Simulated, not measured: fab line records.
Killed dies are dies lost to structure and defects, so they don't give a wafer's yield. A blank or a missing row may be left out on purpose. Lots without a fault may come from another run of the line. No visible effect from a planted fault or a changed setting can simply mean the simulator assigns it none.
Which tool was responsible? | flow sky130 | 36 wafers from 12 lots sampled at 4 of the route's 708 steps

## WHAT THE GAUGES SHOWED, per wafer
SKY_FIELD_ISO_THK_MEAS_23. Usual: FIELD_ISO_OXIDATION_01_THK typically reads 10.02 nm, with standard deviation 0.21.
lot  | measured    | on            | FIELD_ISO_OXIDATION_01_THK (nm) | flag
L309 | day 2 14:40 | film metro-02 | 10.05 9.87 9.85                 |
L311 | day 3 06:27 | film metro-02 | 9.63 9.77 9.79                  |
L313 | day 3 06:27 | film metro-03 | 9.73 9.82 9.94                  |
L314 | day 3 14:23 | film metro-04 | 9.89 10.13 9.91                 |
L316 | day 3 23:54 | film metro-04 | 9.83 10.04 9.84                 |
L315 | day 3 23:55 | film metro-03 | 9.95 9.86 9.91                  |
L322 | day 5 03:29 | film metro-02 | 10.31 10.27 10.31               |
L323 | day 5 06:59 | film metro-02 | 10.29 10.12 10.19               |
L326 | day 6 00:58 | film metro-02 | 9.70 9.70 9.62                  |
L328 | day 6 13:05 | film metro-02 | 10.00 9.92 10.07                |
L329 | day 6 17:02 | film metro-02 | 10.29 10.33 10.35               |
L331 | day 7 06:57 | film metro-04 | 9.95 10.08 10.14                |

SKY_NWELL_OVL_MEAS_10. Usual: NWELL_00_OVL typically reads 0.8 nm, with standard deviation 1.2.
lot  | measured     | on         | NWELL_00_OVL (nm) | flag
L309 | day 5 05:22  | overlay-02 | 0.2 -2.3 -0.8     |
L311 | day 5 22:11  | overlay-01 | 0.8 0.8 1.5       |
L313 | day 5 23:59  | overlay-02 | 171.4 171.4 170.1 | OFF
L314 | day 6 06:53  | overlay-02 | 169.3 168.5 169.6 | OFF
L316 | day 6 11:41  | overlay-01 | 171.3 170.5 172.0 | OFF
L315 | day 6 12:02  | overlay-02 | 169.4 169.9 170.0 | OFF
L322 | day 7 15:46  | overlay-01 | 2.2 0.5 0.8       |
L323 | day 7 23:29  | overlay-02 | -0.6 0.1 -0.1     |
L326 | day 8 16:15  | overlay-02 | 1.8 0.2 1.5       |
L328 | day 9 05:17  | overlay-01 | 0.8 -0.5 0.7      |
L329 | day 9 16:56  | overlay-01 | 2.8 3.9 2.6       |
L331 | day 10 04:17 | overlay-01 | 2.0 0.3 0.3       |

## WHAT TOOL EACH LOT RAN ON (gives the tool, then ch and the chambers of the sampled wafers, and finally the start)
lot  | SKY_FIELD_ISO_CMP_27         | SKY_NWELL_EXPOSE_07
L309 | cmp-02 ch 1,3, day 2 20:34   | iline stepper-01 ch 0, day 4 20:50
L311 | cmp-01 ch 0,1, day 3 11:59   | iline stepper-01 ch 0, day 5 13:49
L313 | cmp-01 ch 0,2,3, day 3 12:17 | iline stepper-01 ch 0, day 5 15:45
L314 | cmp-01 ch 0,3, day 3 21:43   | iline stepper-01 ch 0, day 5 21:51
L316 | cmp-01 ch 0,2,3, day 4 02:45 | iline stepper-01 ch 0, day 6 02:29
L315 | cmp-01 ch 0,1,2, day 4 03:09 | iline stepper-01 ch 0, day 6 02:40
L322 | cmp-02 ch 0,1,2, day 5 05:11 | iline stepper-02 ch 0, day 7 06:39
L323 | cmp-02 ch 0,1, day 5 11:10   | iline stepper-02 ch 0, day 7 13:13
L326 | cmp-01 ch 1,2, day 6 03:53   | iline stepper-02 ch 0, day 8 06:46
L328 | cmp-01 ch 0,1,2, day 6 14:52 | iline stepper-02 ch 0, day 8 19:30
L329 | cmp-02 ch 0,2,3, day 6 20:49 | iline stepper-02 ch 0, day 9 05:56
L331 | cmp-02 ch 0,1, day 7 10:00   | iline stepper-02 ch 0, day 9 17:35
- SKY_FIELD_ISO_CMP_27: polishes, stops on Si3N4, t overpolish 16 s, target thk 457.8 nm.
- SKY_NWELL_EXPOSE_07: exposes mask NWM, target cd 840 nm.

## AS READ BY THE TOOLS THEMSELVES (means over the sampled wafers that have a number; for cases with no such wafer, the mark the record gives instead)
SKY_FIELD_ISO_CMP_27. Usual: motor current A 12.1 A, standard deviation 1; overpolish run s 16.000 s, standard deviation 0.0093; time to endpoint s 111 s, standard deviation 3.
lot  | tool   | motor current A (A) | overpolish run s (s) | time to endpoint s (s) | flag
L309 | cmp-02 | 12.1                | 15.997               | 112                    |
L311 | cmp-01 | 11.8                | 16.002               | 112                    |
L313 | cmp-01 | 12.0                | 15.999               | 110                    |
L314 | cmp-01 | 11.5                | 15.998               | 112                    |
L316 | cmp-01 | 11.7                | 16.006               | 112                    |
L315 | cmp-01 | 12.4                | 16.002               | 110                    |
L322 | cmp-02 | 11.8                | 15.998               | 113                    |
L323 | cmp-02 | 12.5                | 15.997               | 111                    |
L326 | cmp-01 | 12.8                | 16.009               | 108                    |
L328 | cmp-01 | 12.5                | 15.996               | 110                    |
L329 | cmp-02 | 11.9                | 16.004               | 111                    |
L331 | cmp-02 | 12.3                | 15.993               | 113                    |

## THE ANSWER, worked out from the rows above alone
Rule: lot off if the mean of its wafers having a number is beyond 3 standard deviations from the usual mean. A lot without any number at a reading at which 4 lots or more have one is off too. Any other lot the step has rows for is counted as sound. Order of review: gauges by route order, followed by the tools' own readings, for which a lot's mean as printed above is used. At the first step where some lot is off, the reading lying furthest off is the one used; lots without a number count as furthest.
Off: L313, L314, L316, L315, seen at SKY_NWELL_OVL_MEAS_10 (NWELL_00_OVL).
If a tool, at a process step before that reading, ran all the lots that are off and no sound lot after the first of them, it fits. Those tools and the gauges at SKY_NWELL_OVL_MEAS_10 are tried in the same way. One fits: SKY_NWELL_EXPOSE_07 on iline stepper-01. Its last sound lot is L311 (day 5 13:49), its first lot that is off L313 (day 5 15:45): a fault that began between those two fits.

## WHAT THE SIMULATOR HAD INSERTED
Scanner matching overlay: iline stepper-01, from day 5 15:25 on, at SKY_NWELL_EXPOSE_07. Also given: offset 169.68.
Shown lots that were struck: L313, L314, L316, L315. The rule above reached the same finding.
